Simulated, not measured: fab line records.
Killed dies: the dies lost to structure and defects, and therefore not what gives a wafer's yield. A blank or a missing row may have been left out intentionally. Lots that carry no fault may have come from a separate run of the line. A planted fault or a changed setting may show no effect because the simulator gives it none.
fab line records	flow sky130
record: lots: 6	wafers: 18	lastDay: 50
route steps=708 shown SD_N@344 SD_P@359 RES_XHIGH@360 PAD_OPEN@708
lots untouched by any fault: they come from a run of this same line in which no faults occurred
startH: start of the lot's first displayed wafer, in hours after the record's first day	waitH: hours since the lot's step before	" as in the row above	L1.1+2: several wafers, shown together as one row	- no value, or no start given	* or withheld: withheld	< > ~ a bound
route shown NAME@n: a module of which the file shows steps, and the number in the route of the first	usual: mean and standard deviation over wafers with no fault	same: alike in all rows	chamber/n: place in a boat	sites: readings site by site	_std_site: standard deviation of those values	_edge_site: the outer-site mean with the inner-site mean subtracted	radiusMm: for every site, how far away it sits from the centre of the wafer	mask NAME#n: copy n	behind: the most recent tool/chamber to have shaped the wafer	hold: why the lot was held/for how many hours/how that ended	device: names the non-switching transistor (n, p or np)	end of line: the tests these same wafers got at the end of their route	a step with no rows: only its recipe	killed: at the first sort, the dies lost to defects and structure; wafer yield is something else	map: a wafer's dies, x killed, . not, _ none there
set.NAME: the setting as run; set.NAME@STEP: as run at that earlier step	model.NAME: the simulator's own value behind a step, which no gauge read
certain route steps with their lots: each step a table, each wafer a row
services: a tool's chamber out of use, with start hour (startH, from the record's first day; less than 0 if before it), hours out, and reason
== steps ==
step: SKY_SD_N_COAT_02
recipe: resist: NOVOLAK	spinRpm: 3000	resistThkNm: 1140
step: SKY_SD_N_SOFTBAKE_03
recipe: tempC: 90	timeS: 60	resist: NOVOLAK
step: SKY_SD_N_EXPOSE_04
recipe: maskId: NSDM	na: 0.6	sourceShape: conventional	sigmaOuter: 0.6	polarization: unpolarized	targetCdNm: 380	doseMj: 141
step: SKY_SD_N_PEB_05
recipe: tempC: withheld	timeS: *	resist: NOVOLAK
step: SKY_SD_N_DEVELOP_06
recipe: resist: NOVOLAK	developer: TMAH	developTimeS: 60	devTempC: 23
step: SKY_SD_N_CD_MEAS_07
recipe: targetCdNm: 380
usual: cdNm: 380.3/2.9
lot.wafer	tool	chamber	startH	waitH	cdNm
L439.1	cdSem-02	-	688.60	0.1	375.2
L439.4	"	-	"	"	376.5
L439.6	"	-	"	"	375.3
L444.1	cdSem-02	-	721.60	0.1	384.3
L444.4	"	-	"	"	382.8
L444.6	"	-	"	"	384.3
L447.2	cdSem-01	-	751.25	0.1	379.0
L447.3	"	-	"	"	376.8
L447.5	"	-	"	"	377.8
L448.2	cdSem-01	-	754.10	0.1	383.2
L448.4	"	-	"	"	383.7
L448.6	"	-	"	"	382.4
L457.2	cdSem-02	-	823.60	0.1	377.0
L457.4	"	-	"	"	376.5
L457.6	"	-	"	"	377.0
L459.1	cdSem-02	-	827.63	0.1	385.0
L459.5	"	-	"	"	383.4
L459.6	"	-	"	"	384.0
step: SKY_SD_N_OVL_MEAS_08
usual: SD_N_OVL: 1.0/1.5
lot.wafer	tool	chamber	startH	waitH	SD_N_OVL[nm]
L439.1	overlay-01	-	688.72	0.1	0.4
L439.4	"	-	"	"	1.6
L439.6	"	-	"	"	1.0
L444.1	overlay-01	-	721.72	0.1	0.7
L444.4	"	-	"	"	1.0
L444.6	"	-	"	"	0.1
L447.2	overlay-01	-	751.35	0.1	-0.4
L447.3	"	-	"	"	-0.1
L447.5	"	-	"	"	-0.1
L448.2	overlay-02	-	754.21	0.1	-0.7
L448.4	"	-	"	"	1.9
L448.6	"	-	"	"	0.2
L457.2	overlay-02	-	823.71	0.1	0.8
L457.4	"	-	"	"	0.0
L457.6	"	-	"	"	2.4
L459.1	overlay-01	-	827.75	0.1	0.7
L459.5	"	-	"	"	1.3
L459.6	"	-	"	"	0.1
step: SKY_SD_N_IMPLANT_09
recipe: species: As	energyKev: 50	doseCm2: 4e+15	tiltDeg: 0
step: SKY_SD_N_IMPLANT_10
recipe: species: P	energyKev: 20	doseCm2: 1e+14	tiltDeg: 0
step: SKY_SD_N_STRIP_11
recipe: chemistry: O2/N2	powerW: 1400	pressureMtorr: 1500	platenTempC: withheld	o2FlowSccm: 3000	n2FlowSccm: 300	overashFraction: 0.5
usual: chamberPressureMTorr: 1500.0/1.4	drypumpMotorCurrentA: 5.7/0.32	oesProductAu: 0.528/0.0047	stripTimeToEndpointS: 22.57/0.043
lot.wafer	tool	chamber	startH	waitH	chamberPressureMTorr	drypumpMotorCurrentA	oesProductAu	rfHoursCounterH	stripTimeToEndpointS
L439.1	plasmaAsher-02	1	689.05	0.1	1498.9	5.8	0.518	25	22.55
L439.4	"	0	"	"	1500.0	5.6	0.529	-	22.59
L439.6	"	0	"	"	1500.6	5.6	0.525	-	22.60
L444.1	plasmaAsher-04	1	722.05	0.1	1503.0	5.7	0.524	53	22.54
L444.4	"	1	"	"	1498.2	5.7	0.542	-	22.57
L444.6	"	1	"	"	1498.1	5.7	0.535	-	22.53
L447.2	plasmaAsher-04	0	751.68	0.1	1500.0	6.0	0.526	56	22.54
L447.3	"	1	"	"	1502.2	5.6	0.531	-	22.54
L447.5	"	0	"	"	1498.0	6.0	0.525	-	22.52
L448.2	plasmaAsher-04	1	754.54	0.1	1498.3	5.7	0.525	57	22.54
L448.4	"	1	"	"	1501.3	5.7	0.526	-	22.51
L448.6	"	0	"	"	1497.4	6.0	0.528	-	22.53
L457.2	plasmaAsher-03	0	824.04	0.1	1500.6	5.0	0.525	104	22.62
L457.4	"	0	"	"	1501.9	5.0	0.529	-	22.58
L457.6	"	1	"	"	1500.4	6.0	0.534	-	22.60
L459.1	plasmaAsher-02	0	828.09	0.1	1497.7	5.6	0.527	39	22.54
L459.5	"	0	"	"	1498.6	5.6	0.529	-	22.53
L459.6	"	1	"	"	1498.5	5.8	0.526	-	22.59
step: SKY_SD_N_TW_MEAS_12
usual: SD_N_TW: 3997/50
lot.wafer	tool	chamber	startH	waitH	SD_N_TW
L439.1	filmMetro-03	-	689.15	0.1	4038
L439.4	"	-	"	"	4044
L439.6	"	-	"	"	4038
L444.1	filmMetro-04	-	722.15	0.1	4016
L444.4	"	-	"	"	4035
L444.6	"	-	"	"	4029
L447.2	filmMetro-04	-	751.79	0.1	4047
L447.3	"	-	"	"	4039
L447.5	"	-	"	"	4043
L448.2	filmMetro-04	-	754.65	0.1	4034
L448.4	"	-	"	"	4029
L448.6	"	-	"	"	4016
L457.2	filmMetro-04	-	824.15	0.1	4030
L457.4	"	-	"	"	3983
L457.6	"	-	"	"	4013
L459.1	filmMetro-01	-	828.19	0.1	3939
L459.5	"	-	"	"	3963
L459.6	"	-	"	"	3956
step: SKY_SD_N_CLEAN_13
recipe: chemistry: SC1/SC2	mix: 1:4:20	tempC: 70	timeS: 150	dry: n2Spin
step: SKY_SD_N_RTA_14
recipe: tempC: 1075	timeS: 2	idleTempC: 650	rampUpCPerS: 150	rampDownCPerS: 90	ambient: N2
usual: lampPowerPct: 15.73/0.054	wafer_temp_C_max: 1078.1/1.3
lot.wafer	tool	chamber	startH	waitH	lampPowerPct	wafer_temp_C_max
L439.1	rtpAnneal-02	0	689.26	0.0	15.75	1079.1
L439.4	"	0	"	"	15.79	1077.7
L439.6	"	0	"	"	15.71	1078.9
L444.1	rtpAnneal-01	0	722.26	0.0	15.76	1079.8
L444.4	"	0	"	"	15.81	1076.5
L444.6	"	0	"	"	15.80	1078.8
L447.2	rtpAnneal-01	0	751.91	0.0	15.71	1080.9
L447.3	"	0	"	"	15.79	1077.5
L447.5	"	0	"	"	15.75	1076.3
L448.2	rtpAnneal-02	0	754.76	0.0	15.76	1076.8
L448.4	"	0	"	"	15.69	1079.2
L448.6	"	0	"	"	15.69	1077.4
L457.2	rtpAnneal-02	0	824.26	0.0	16.09	1092.8
L457.4	"	0	"	"	15.95	1091.9
L457.6	"	0	"	"	15.96	1095.9
L459.1	rtpAnneal-02	0	828.30	0.0	15.92	1092.9
L459.5	"	0	"	"	15.93	1092.2
L459.6	"	0	"	"	16.08	1094.7
step: SKY_SD_N_RS_MEAS_16
recipe: thkMeasGauge: four-point-probe
usual: SD_N_RS: 68.56/0.12
lot.wafer	tool	chamber	startH	waitH	SD_N_RS[ohm/sq]
L439.1	filmMetro-01	-	689.43	0.1	68.64
L439.4	"	-	"	"	68.79
L439.6	"	-	"	"	68.50
L444.1	filmMetro-03	-	722.43	0.1	68.57
L444.4	"	-	"	"	68.58
L444.6	"	-	"	"	68.78
L447.2	filmMetro-01	-	752.09	0.1	68.42
L447.3	"	-	"	"	68.34
L447.5	"	-	"	"	68.41
L448.2	filmMetro-01	-	754.94	0.1	68.57
L448.4	"	-	"	"	68.56
L448.6	"	-	"	"	68.62
L457.2	filmMetro-03	-	824.44	0.1	65.82
L457.4	"	-	"	"	65.96
L457.6	"	-	"	"	65.96
L459.1	filmMetro-03	-	828.47	0.1	66.11
L459.5	"	-	"	"	65.98
L459.6	"	-	"	"	65.91
step: SKY_SD_N_RS_MEAS_17
recipe: thkMeasGauge: four-point-probe
usual: SD_P_RS: 147.1/0.42
lot.wafer	tool	chamber	startH	waitH	SD_P_RS[ohm/sq]
L439.1	filmMetro-01	-	689.55	0.1	146.9
L439.4	"	-	"	"	146.7
L439.6	"	-	"	"	146.7
L444.1	filmMetro-03	-	722.55	0.1	147.8
L444.4	"	-	"	"	147.7
L444.6	"	-	"	"	147.8
L447.2	filmMetro-01	-	752.21	0.1	146.7
L447.3	"	-	"	"	146.2
L447.5	"	-	"	"	146.4
L448.2	filmMetro-01	-	755.06	0.1	147.5
L448.4	"	-	"	"	147.5
L448.6	"	-	"	"	147.4
L457.2	filmMetro-03	-	824.56	0.1	134.2
L457.4	"	-	"	"	134.1
L457.6	"	-	"	"	134.2
L459.1	filmMetro-03	-	828.59	0.1	134.3
L459.5	"	-	"	"	134.4
L459.6	"	-	"	"	134.4
step: SKY_SD_N_RS_MEAS_18
recipe: thkMeasGauge: four-point-probe
usual: RES_XHIGH_RS: 333.4/1.4
lot.wafer	tool	chamber	startH	waitH	RES_XHIGH_RS[ohm/sq]
L439.1	filmMetro-01	-	689.67	0.1	331.8
L439.4	"	-	"	"	332.9
L439.6	"	-	"	"	332.4
L444.1	filmMetro-03	-	722.67	0.1	333.2
L444.4	"	-	"	"	331.9
L444.6	"	-	"	"	331.8
L447.2	filmMetro-01	-	752.33	0.1	334.7
L447.3	"	-	"	"	334.8
L447.5	"	-	"	"	335.0
L448.2	filmMetro-01	-	755.18	0.1	333.0
L448.4	"	-	"	"	334.1
L448.6	"	-	"	"	332.7
L457.2	filmMetro-03	-	824.68	0.1	334.9
L457.4	"	-	"	"	334.7
L457.6	"	-	"	"	334.4
L459.1	filmMetro-03	-	828.71	0.1	333.7
L459.5	"	-	"	"	334.1
L459.6	"	-	"	"	333.7
step: SKY_PAD_OPEN_PROBE_99
usual: killed_at_M0_to_M3: 43/7.5	killed_at_M4_up: 3.2/1.9	killedAtContacts: 24/4.9	killedAtFrontEnd: 15/4.3	killedAtOther: 0.4/0.72	killedDies: 86/9.1	killedOpen: 47/6.5	killedShort: 39/6.5
same: grossDies: 492	killedAtBackSide: 0
lot.wafer	tool	chamber	startH	waitH	killed_at_M0_to_M3	killed_at_M4_up	killedAtContacts	killedAtFrontEnd	killedAtOther	killedDies	killedOpen	killedShort	model.etest.resXhighPo.lineOhmUm	model.etest.resXhighPo.rsOhmSq	model.etest.pfet_01v8.rOnOhmUm	model.etest.resPdiff.lineOhmUm	model.etest.resHighPo.lineOhmUm	model.etest.liconHighPo.rcOhm	model.etest.resNdiff.lineOhmUm	model.etest.resHighPo.rsOhmSq
L439.1	prober-01	-	1113.11	0.1	47	6	18	20	1	92	49	41	5777	1980	2837	1406	759.3	350.5	770	263.4
L439.4	prober-01	-	1113.26	0.2	48	2	25	17	3	95	48	47	5636	1980	2875	1362	749.7	344.1	755.1	261.7
L439.6	prober-01	-	1113.36	0.2	55	4	22	15	0	96	45	51	5592	1962	2877	1347	729.5	346.7	752.8	256.1
L444.1	prober-02	-	1136.38	0.1	34	6	30	21	0	91	52	39	5717	2001	2928	1355	752.3	364.8	742.5	263.6
L444.4	prober-02	-	1136.53	0.2	39	4	19	18	0	80	46	34	5564	1967	2924	1413	733.6	367.4	775	257
L444.6	prober-02	-	1136.63	0.2	42	2	24	17	0	85	42	43	5783	1998	2977	1410	733.5	345.9	767.6	262.5
L447.2	prober-01	-	1155.61	0.1	28	3	28	19	0	78	43	33	5479	1959	2920	1330	725.2	347.6	744.3	261
L447.3	prober-01	-	1155.66	0.2	37	6	26	13	0	82	40	40	5818	2046	2902	1383	744.3	362.2	782.1	261.4
L447.5	prober-01	-	1155.76	0.2	42	2	18	7	0	69	41	28	5574	1961	2901	1376	722.2	339.8	783.7	259.7
L448.2	prober-02	-	1156.21	0.1	47	5	21	20	0	93	44	49	5582	1959	2902	1418	731.5	341.6	787.2	255.9
L448.4	prober-02	-	1156.31	0.2	45	3	28	12	0	88	41	47	6103	2074	2890	1429	766.6	359.3	804.8	266.9
L448.6	prober-02	-	1156.41	0.2	45	1	24	10	0	80	52	27	5836	2033	2818	1398	774.7	350.4	765.6	263
L457.2	prober-01	-	1200.85	0.1	51	1	17	15	1	85	48	37	5176	1746	2681	1182	688.4	279.9	703.1	235.6
L457.4	prober-01	-	1200.95	0.2	28	4	30	15	0	77	42	34	5308	1863	2771	1263	690.4	304.9	726.8	246.1
L457.6	prober-01	-	1201.05	0.2	38	1	22	20	1	82	43	39	5061	1788	2720	1238	678.2	289.3	709.3	234.6
L459.1	prober-01	-	1207.90	0.1	59	2	17	8	0	86	49	37	5111	1760	2577	1292	685.5	300.4	747.8	237
L459.5	prober-01	-	1208.10	0.2	46	5	22	9	0	82	43	39	5106	1757	2594	1312	682.1	294.9	736	237.2
L459.6	prober-01	-	1208.15	0.2	45	4	30	16	0	95	54	40	4973	1733	2620	1251	677.7	285	714.3	237.2
killed by level:class
L439.1 CONTACT:geometricParticle:open=10 VIA1:geometricParticle:open=8 VIA3:geometricParticle:open=7 FIELD_ISO:geometricParticle:open=6 VIA2:geometricParticle:open=6 VIA3:geometricParticle:short=5 METAL3:geometricParticle:short=5 FIELD_ISO:geometricParticle:short=4
L439.4 VIA1:geometricParticle:open=10 VIA2:geometricParticle:open=9 CONTACT:geometricParticle:open=8 METAL1:geometricParticle:short=8 FIELD_ISO:geometricParticle:short=6 LI_CONTACT:geometricParticle:open=6 FIELD_ISO:geometricParticle:open=5 VIA3:geometricParticle:open=5
L439.6 CONTACT:geometricParticle:open=11 VIA1:geometricParticle:open=9 FIELD_ISO:geometricParticle:short=8 VIA2:geometricParticle:open=8 VIA3:geometricParticle:open=8 METAL1:geometricParticle:short=7 METAL2:geometricParticle:short=6 VIA1:geometricParticle:short=6
L444.1 CONTACT:geometricParticle:open=15 VIA1:geometricParticle:open=10 VIA2:geometricParticle:open=8 POLY_GATE:geometricParticle:open=6 LI_CONTACT:geometricParticle:open=6 FIELD_ISO:geometricParticle:short=5 CONTACT:geometricParticle:short=5 METAL4:geometricParticle:short=5
L444.4 VIA1:geometricParticle:open=9 FIELD_ISO:geometricParticle:short=8 CONTACT:geometricParticle:open=8 VIA1:geometricParticle:short=7 LI_CONTACT:geometricParticle:open=6 VIA3:geometricParticle:open=6 FIELD_ISO:geometricParticle:open=4 METAL2:geometricParticle:short=4
L444.6 VIA1:geometricParticle:open=11 LI_CONTACT:geometricParticle:open=8 METAL2:geometricParticle:short=8 FIELD_ISO:geometricParticle:short=7 METAL1:geometricParticle:short=7 CONTACT:geometricParticle:open=7 CONTACT:geometricParticle:short=6 VIA3:geometricParticle:open=5
L447.2 CONTACT:geometricParticle:open=12 FIELD_ISO:geometricParticle:open=10 VIA2:geometricParticle:open=6 VIA3:geometricParticle:open=6 METAL1:geometricParticle:short=5 LI_CONTACT:geometricParticle:open=4 LOCAL_INTERCONNECT:geometricParticle:short=4 CONTACT:geometricParticle:short=4
L447.3 CONTACT:geometricParticle:open=8 VIA2:geometricParticle:open=7 METAL1:geometricParticle:short=5 VIA1:geometricParticle:open=5 VIA3:geometricParticle:open=5 METAL4:geometricParticle:short=5 FIELD_ISO:geometricParticle:open=4 LI_CONTACT:geometricParticle:short=4
L447.5 VIA1:geometricParticle:open=11 METAL1:geometricParticle:short=10 CONTACT:geometricParticle:open=9 VIA3:geometricParticle:open=8 LI_CONTACT:geometricParticle:open=5 VIA2:geometricParticle:open=5 FIELD_ISO:geometricParticle:short=3 VIA1:geometricParticle:short=3
L448.2 VIA3:geometricParticle:open=13 FIELD_ISO:geometricParticle:open=7 FIELD_ISO:geometricParticle:short=6 CONTACT:geometricParticle:open=6 VIA1:geometricParticle:open=6 METAL4:geometricParticle:short=5 METAL1:geometricParticle:short=5 VIA1:geometricParticle:short=5
L448.4 METAL1:geometricParticle:short=10 VIA3:geometricParticle:open=9 CONTACT:geometricParticle:short=7 LI_CONTACT:geometricParticle:open=6 VIA1:geometricParticle:open=6 VIA2:geometricParticle:open=6 FIELD_ISO:geometricParticle:short=5 LOCAL_INTERCONNECT:geometricParticle:short=5
L448.6 VIA1:geometricParticle:open=11 CONTACT:geometricParticle:open=10 VIA3:geometricParticle:open=9 CONTACT:geometricParticle:short=6 VIA2:geometricParticle:open=6 FIELD_ISO:geometricParticle:open=5 LI_CONTACT:geometricParticle:open=5 METAL1:geometricParticle:short=4
L457.2 VIA1:geometricParticle:open=16 LI_CONTACT:geometricParticle:open=8 POLY_GATE:geometricParticle:short=6 METAL2:geometricParticle:short=5 FIELD_ISO:geometricParticle:open=4 CONTACT:geometricParticle:open=4 VIA1:geometricParticle:short=4 METAL1:geometricParticle:short=4
L457.4 LI_CONTACT:geometricParticle:open=10 CONTACT:geometricParticle:open=8 VIA2:geometricParticle:open=6 FIELD_ISO:geometricParticle:short=5 CONTACT:geometricParticle:short=5 METAL1:geometricParticle:short=5 FIELD_ISO:geometricParticle:open=4 LOCAL_INTERCONNECT:geometricParticle:open=4
L457.6 CONTACT:geometricParticle:open=9 VIA1:geometricParticle:open=7 LI_CONTACT:geometricParticle:open=6 POLY_GATE:geometricParticle:short=5 METAL1:geometricParticle:short=5 VIA2:geometricParticle:short=5 FIELD_ISO:geometricParticle:short=4 FIELD_ISO:geometricParticle:open=4
L459.1 VIA1:geometricParticle:open=14 VIA2:geometricParticle:open=11 LOCAL_INTERCONNECT:geometricParticle:short=7 METAL1:geometricParticle:short=7 METAL2:geometricParticle:short=7 METAL3:geometricParticle:short=6 VIA3:geometricParticle:open=6 LI_CONTACT:geometricParticle:open=5
L459.5 METAL2:geometricParticle:short=11 VIA1:geometricParticle:open=9 CONTACT:geometricParticle:open=8 VIA3:geometricParticle:open=7 LI_CONTACT:geometricParticle:open=5 FIELD_ISO:geometricParticle:open=4 CONTACT:geometricParticle:short=4 METAL1:geometricParticle:short=4
L459.6 CONTACT:geometricParticle:open=14 VIA1:geometricParticle:open=9 LI_CONTACT:geometricParticle:open=7 VIA2:geometricParticle:open=7 FIELD_ISO:geometricParticle:short=6 FIELD_ISO:geometricParticle:open=5 CONTACT:geometricParticle:short=5 METAL1:geometricParticle:short=5
== services ==
tool	chamber	startH	hours	kind
rtpAnneal-01	-	742.03	9.3	pm
rtpAnneal-02	-	778.73	6.1	pm
plasmaAsher-02	-	820.39	2.8	pm
== key ==
firstSign: step: SKY_SD_N_RTA_14	reading: wafer_temp_C_max	direction: up	sigmas: 11	usual: *	struck: *
effect: step: SKY_SD_N_RTA_14	reading: lampPowerPct	direction: up	sigmas: 4.7	usual: 15.73	struck: 15.99
effect: step: SKY_SD_N_RS_MEAS_16	reading: SD_N_RS	direction: down	sigmas: 22	usual: 68.56	struck: 65.96
effect: step: SKY_SD_N_RS_MEAS_17	reading: SD_P_RS	direction: down	sigmas: 31	usual: 147.1	struck: 134.3
modelEffect: step: SKY_PAD_OPEN_PROBE_99	value: etest.resXhighPo.lineOhmUm	without: 5915	struck: 5122
metAt SKY_SD_N_RTA_14
struckWafers L457.2,L457.4,L457.6,L459.1,L459.5,L459.6
testerLeftOut L457,L459
onsetBetween 754.76 824.26
fault: kind: processParameterDrift	tool: rtpAnneal-02	chamber: -	onsetH: 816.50	steps: SKY_SD_N_RTA_14	channel: tempC	offset: *	shape: step	endH: 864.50	actsIn: *	stated: *
testerLeftOut: of these lots the tester's yield and bins aren't shown, on N5 and GAA mostly nor the transistor test; their killed dies are dies lost to structure and defects alone, not to doping, threshold or leakage, so they don't give the yield
